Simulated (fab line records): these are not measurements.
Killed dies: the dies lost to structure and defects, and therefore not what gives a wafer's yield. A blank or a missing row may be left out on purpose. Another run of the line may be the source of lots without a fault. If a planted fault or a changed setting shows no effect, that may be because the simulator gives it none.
What tool caused it? | flow gf180mcu | Sampling: 12 lots, 36 wafers, 2 of 602 route steps

WHAT THE GAUGES READ, wafer by wafer
GF_M2_RS_MEAS_05: measurement is done with a four-point probe.
lot  | measured     | on            | M2_ALCU_RS (ohm/sq)
L075 | day 18 12:06 | film_metro-03 | 0.0706 0.0703 0.0701
L077 | day 19 06:51 | film_metro-02 | 0.0694 0.0699 0.0692
L079 | day 20 01:16 | film_metro-04 | 0.0685 0.0683 0.0684
L081 | day 21 00:20 | film_metro-03 | 0.0695 0.0690 0.0696
L083 | day 21 17:37 | film_metro-03 | 0.0694 0.0692 0.0692
L085 | day 22 07:25 | film_metro-03 | 0.0703 0.0704 0.0704
L087 | day 22 23:02 | film_metro-02 | 0.0697 0.0696 0.0688
L090 | day 24 12:32 | film_metro-03 | 0.0703 0.0692 0.0697
L091 | day 24 15:04 | film_metro-04 | 0.0693 0.0698 0.0692
L093 | day 25 00:26 | film_metro-02 | 0.0692 0.0691 0.0697
L095 | day 26 00:00 | film_metro-02 | 0.0711 0.0706 0.0709
L097 | day 26 17:05 | film_metro-03 | 0.0690 0.0695 0.0695

WHICH TOOL RAN EACH LOT (tool, then ch and the chambers of the sampled wafers, then the start)
lot  | GF_M1_SPUTTER_03
L075 | pvd_sputter-04, day 16 10:25
L077 | pvd_sputter-04, day 17 04:28
L079 | pvd_sputter-02, day 17 21:37
L081 | pvd_sputter-04, day 18 19:40
L083 | pvd_sputter-03, day 19 13:34
L085 | pvd_sputter-02, day 20 03:55
L087 | pvd_sputter-02, day 20 19:19
L090 | pvd_sputter-04, day 22 11:37
L091 | pvd_sputter-02, day 22 13:52
L093 | pvd_sputter-02, day 22 20:18
L095 | pvd_sputter-03, day 23 23:27
L097 | pvd_sputter-04, day 24 19:48
- GF_M1_SPUTTER_03: material Ti, target thk 10 nm, time 6.7 s.

THE ANSWER, worked out from the rows above alone
Rule: usual is defined by the lots themselves. The widest of any qualifying gaps counts: lots, ordered by their means at a reading, are off when they make up no more than a third of the lots, leave a main group of 4 or more, and stand apart from it by 3 or more times the standard deviation of that group's means. Not used: any main group whose means are identical at the precision the tables above print for the reading. Also off: a lot with no number at a reading for which 4 or more lots have one. All remaining lots with rows at the step are treated as sound.
No lot is off at any reading shown: from this, nothing can be told.

WHAT THE SIMULATOR PUT IN
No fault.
